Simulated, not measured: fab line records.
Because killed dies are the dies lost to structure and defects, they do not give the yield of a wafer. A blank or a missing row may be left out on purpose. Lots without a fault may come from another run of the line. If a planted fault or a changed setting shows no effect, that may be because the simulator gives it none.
Lot-split experiment + flow sfq_line + 23 wafers read across 5 lots, on a route 325 steps long

## THE SPLIT
At SFQ_TRILAYER_I3_VIA_LITHO_COAT_085 (resist thk 650 nm), the setting spin_rpm was moved away from the recipe's 3000 rpm on 11 of the 23 wafers read, by -7.0% to +2.4%. This setting was run at the recipe's value on the other wafers.

## FROM THE SPLIT ON TO THE READING: in between, the file shows 1 step
- SFQ_TRILAYER_I3_VIA_BARC_OPEN_VIA_ETCH_121: etches BARC in O2, target depth 125 nm, time 41.7 s (also split here: bias_w)

## THE READING
KrF_of_TRILAYER_I3_VIA_LITHO_COAT_085.thk_nm (the simulator's own value, which no gauge read), in nm, at SFQ_TRILAYER_I3_VIA_ETCH_VIA_ETCH_088 (etches SiO2 in CHF3, stops on Nb, target depth 260 nm). The file gives no usual value for it. Average 530.1 nm, standard deviation 3.9 nm, over the 12 wafers here run with the recipe.

| wafer  | tool, chamber at the split | spin_rpm as run, rpm | against the recipe | KrF_of_TRILAYER_I3_VIA_LITHO_COAT_085.thk_nm, nm | against lot-mates on the recipe |
|--------|----------------------------|----------------------|--------------------|--------------------------------------------------|---------------------------------|
| L076.1 | litho_track-02, 0          | 3000                 | recipe             | 531.2                                            | -                               |
| L076.3 | litho_track-02, 0          | 3000                 | recipe             | 535.3                                            | -                               |
| L076.5 | litho_track-02, 0          | 3000                 | recipe             | 527.5                                            | -                               |
| L077.1 | litho_track-03, 0          | 2918                 | -2.7%              | 532.3                                            | +8.3                            |
| L077.2 | litho_track-03, 0          | 2918                 | -2.7%              | 534.6                                            | +10.6                           |
| L077.3 | litho_track-03, 0          | 2918                 | -2.7%              | 533.1                                            | +9.1                            |
| L077.5 | litho_track-03, 0          | 3000                 | recipe             | 524.4                                            | -                               |
| L077.6 | litho_track-03, 0          | 3000                 | recipe             | 523.5                                            | -                               |
| L078.1 | litho_track-03, 0          | 3072                 | +2.4%              | 526                                              | -2.8                            |
| L078.2 | litho_track-03, 0          | 3000                 | recipe             | 530.1                                            | -                               |
| L078.3 | litho_track-03, 0          | 3000                 | recipe             | 524.9                                            | -                               |
| L078.5 | litho_track-03, 0          | 3072                 | +2.4%              | 521.9                                            | -6.9                            |
| L078.6 | litho_track-03, 0          | 3000                 | recipe             | 531.3                                            | -                               |
| L083.2 | litho_track-02, 0          | 2789                 | -7.0%              | 560                                              | +26.2                           |
| L083.3 | litho_track-02, 0          | 3000                 | recipe             | 533.6                                            | -                               |
| L083.4 | litho_track-02, 0          | 3000                 | recipe             | 533.9                                            | -                               |
| L083.5 | litho_track-02, 0          | 2789                 | -7.0%              | 555.9                                            | +22.1                           |
| L083.6 | litho_track-02, 0          | 2789                 | -7.0%              | 559.4                                            | +25.6                           |
| L085.1 | litho_track-02, 0          | 2901                 | -3.3%              | 540.4                                            | +7.6                            |
| L085.2 | litho_track-02, 0          | 3000                 | recipe             | 532.8                                            | -                               |
| L085.3 | litho_track-02, 0          | 2901                 | -3.3%              | 544.5                                            | +11.8                           |
| L085.5 | litho_track-02, 0          | 2901                 | -3.3%              | 544.1                                            | +11.4                           |
| L085.6 | litho_track-02, 0          | 3000                 | recipe             | 532.7                                            | -                               |

THE FIT
A straight line over all 23 wafers: KrF_of_TRILAYER_I3_VIA_LITHO_COAT_085.thk_nm changes by -3.67 nm for each +1% of spin_rpm; r = -0.92; the points scatter about the line by 4.3 nm.
The same after taking each lot's own level away (the mean of its wafers on the recipe; 23 wafers): -3.29 nm for each +1%; r = -0.97; scatter 2.3 nm.
According to that fit, moving spin_rpm by its largest amount changes the reading by 23 nm.
Measured against the standard deviation above, the lots' own levels, which go from 523.95 to 533.75 nm, span 2.5 times it.
So the lot-to-lot level changes the slope: the two fits differ.
Check: with one of the wafers moved furthest among these (-7.0%) left out of the fit, the line predicts +22.8 nm for it against its lot-mates. Against them it came out at +26.2 nm.

## THE OTHER SPLITS THESE WAFERS WENT THROUGH
These wafers also went through other splits before the reading. Each is held against what the fit with the lots' levels taken away leaves over:
| other split on the same wafers                    | wafers away from the commonest value | r with KrF_of_TRILAYER_I3_VIA_LITHO_COAT_085.thk_nm (lot level and that fit taken away) |
|---------------------------------------------------|--------------------------------------|-----------------------------------------------------------------------------------------|
| SFQ_TRILAYER_I1_VIA_LITHO_EXPOSE_050 dose_mj      | 8                                    | -0.19                                                                                   |
| SFQ_TRILAYER_I1_VIA_ETCH_VIA_ETCH_052 source_w    | 3                                    | +0.00                                                                                   |
| SFQ_TRILAYER_M2_BARC_OPEN_METAL_ETCH_077 time_s   | 8                                    | -0.15                                                                                   |
| SFQ_TRILAYER_I2_VIA_LITHO_COAT_072 resist_thk_nm  | 8                                    | -0.23                                                                                   |
| SFQ_TRILAYER_M3_LITHO_COAT_075 spin_rpm           | 6                                    | +0.20                                                                                   |
| SFQ_TRILAYER_I3_CMP_CMP_082 leave_above_ref_nm    | 8                                    | -0.06                                                                                   |
| SFQ_TRILAYER_I3_VIA_BARC_OPEN_VIA_ETCH_121 bias_w | 3                                    | -0.17                                                                                   |

## THE WHOLE CHAIN: every reading that the file lists as answering this split, in the file's order
| step                                       | what it does                                          | reading                                                                                       | change (the file's fit)              | r (the file's) |
|--------------------------------------------|-------------------------------------------------------|-----------------------------------------------------------------------------------------------|--------------------------------------|----------------|
| SFQ_TRILAYER_I3_VIA_LITHO_COAT_085         | resist thk 650 nm                                     | KrF_of_TRILAYER_I3_VIA_LITHO_COAT_085.thk_nm (the simulator's own value, which no gauge read) | -3.57 nm for each +1% of the setting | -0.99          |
| SFQ_TRILAYER_I3_VIA_BARC_OPEN_VIA_ETCH_121 | etches BARC in O2, target depth 125 nm, time 41.7 s   | KrF_of_TRILAYER_I3_VIA_LITHO_COAT_085.thk_nm (the simulator's own value, which no gauge read) | -3.44 nm for each +1% of the setting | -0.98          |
| SFQ_TRILAYER_I3_VIA_ETCH_VIA_ETCH_088      | etches SiO2 in CHF3, stops on Nb, target depth 260 nm | KrF_of_TRILAYER_I3_VIA_LITHO_COAT_085.thk_nm (the simulator's own value, which no gauge read) | -3.33 nm for each +1% of the setting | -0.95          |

## THE FILE'S OWN FIT
KrF_of_TRILAYER_I3_VIA_LITHO_COAT_085.thk_nm changes by -3.33 nm for each +1% of spin_rpm, r = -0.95.
